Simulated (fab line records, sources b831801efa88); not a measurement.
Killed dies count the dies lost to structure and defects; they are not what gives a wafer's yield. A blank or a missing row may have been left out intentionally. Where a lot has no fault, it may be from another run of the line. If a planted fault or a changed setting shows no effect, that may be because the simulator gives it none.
The tool behind it: which one?    flow gf180mcu    Sampling: 12 lots, 36 wafers, 2 of 602 route steps

WHAT EACH GAUGE READ, for each wafer
GF_V1_CD_MEAS_14: target cd 260 nm.
lot   measured      on         cd-nm (nm)
L075  day 19 02:38  cd-sem-02  262.1 261.8 261.7
L077  day 19 10:30  cd-sem-02  260.0 260.2 259.1
L079  day 20 05:59  cd-sem-01  259.8 260.2 260.8
L081  day 21 09:52  cd-sem-01  259.7 261.0 259.9
L083  day 21 20:47  cd-sem-02  261.4 260.5 261.3
L085  day 22 11:15  cd-sem-02  259.0 258.5 259.7
L087  day 23 03:31  cd-sem-01  260.2 261.8 261.8
L089  day 23 14:44  cd-sem-01  259.7 260.2 260.0
L091  day 24 10:31  cd-sem-02  261.9 261.9 262.8
L093  day 24 23:38  cd-sem-02  260.0 261.6 261.3
L095  day 25 13:07  cd-sem-01  260.4 261.8 261.3
L097  day 26 00:58  cd-sem-01  261.5 261.9 262.1

TOOL THAT RAN EACH LOT (tool first, then ch and the chambers of the sampled wafers, then the start)
lot   GF_M1_SPUTTER_01
L075  pvd-sputter-04, day 17 01:32
L077  pvd-sputter-03, day 17 10:19
L079  pvd-sputter-04, day 18 03:05
L081  pvd-sputter-03, day 19 07:14
L083  pvd-sputter-04, day 19 17:39
L085  pvd-sputter-03, day 20 08:35
L087  pvd-sputter-01, day 21 03:04
L089  pvd-sputter-04, day 21 14:43
L091  pvd-sputter-04, day 22 11:23
L093  pvd-sputter-01, day 23 00:59
L095  pvd-sputter-04, day 23 16:07
L097  pvd-sputter-01, day 24 03:37
- GF_M1_SPUTTER_01: material TiN, target thk 30 nm, time 25 s.

THE ANSWER, worked out from the rows above alone
Rule: what is usual is taken from the lots themselves. Put in order of their means at a reading, lots are off if they are a third of the lots or fewer, leave a main group of 4 or more, and stand apart from it by a gap of 3 or more times the standard deviation of the main group's means; of several such gaps the widest counts. A main group is skipped when, at the precision printed for the reading in the tables above, its means are all equal. Also off: a lot with no number at a reading for which 4 or more lots have one. The other lots that the step has rows for count as sound.
Nothing can be told from this: no lot is off at any reading shown.

WHAT THE SIMULATOR HAD PUT IN
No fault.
